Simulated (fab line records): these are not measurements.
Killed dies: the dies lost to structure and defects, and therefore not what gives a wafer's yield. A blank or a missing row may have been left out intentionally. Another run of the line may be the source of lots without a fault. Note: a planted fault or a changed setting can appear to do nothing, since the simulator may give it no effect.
Which tool did it? | flow gf180mcu | 12 lots (36 wafers sampled), 1 step of a 602-step route

== WHAT THE GAUGES READ, wafer by wafer ==
GF_M4_THK_MEAS_06: measures by xrf.
lot  | measured     | on            | M4_ALCU_THK (nm)
L075 | day 22 19:50 | film-metro-03 | 441 436 439
L077 | day 23 12:37 | film-metro-04 | 433 434 427
L079 | day 24 06:02 | film-metro-03 | 432 433 432
L081 | day 25 03:27 | film-metro-02 | 440 436 436
L083 | day 25 19:00 | film-metro-02 | 440 432 441
L085 | day 26 06:34 | film-metro-02 | 430 431 430
L087 | day 26 23:17 | film-metro-03 | 432 436 431
L090 | day 28 05:23 | film-metro-03 | 430 424 430
L091 | day 28 07:40 | film-metro-02 | 436 438 441
L093 | day 28 16:19 | film-metro-03 | 435 433 435
L095 | day 29 14:44 | film-metro-02 | 434 431 429
L097 | day 30 05:51 | film-metro-02 | 440 441 443

== WHICH TOOL RAN EACH LOT (tool, then ch and the chambers of the sampled wafers, then the start) ==
Record: no process step prior to these readings.

== THE ANSWER, worked out from the rows above alone ==
Rule: the lots themselves supply what counts as usual. The widest of any qualifying gaps counts: lots, ordered by their means at a reading, are off when they make up no more than a third of the lots, leave a main group of 4 or more, and stand apart from it by 3 or more times the standard deviation of that group's means. If all means in a main group match to the digits the tables above print for the reading, that group is not used. Also off: a lot with no number at a reading for which 4 or more lots have one. All remaining lots with rows at the step are treated as sound.
No lot is off on any of the readings shown, so nothing can be concluded from this.

== WHAT WAS PUT IN BY THE SIMULATOR ==
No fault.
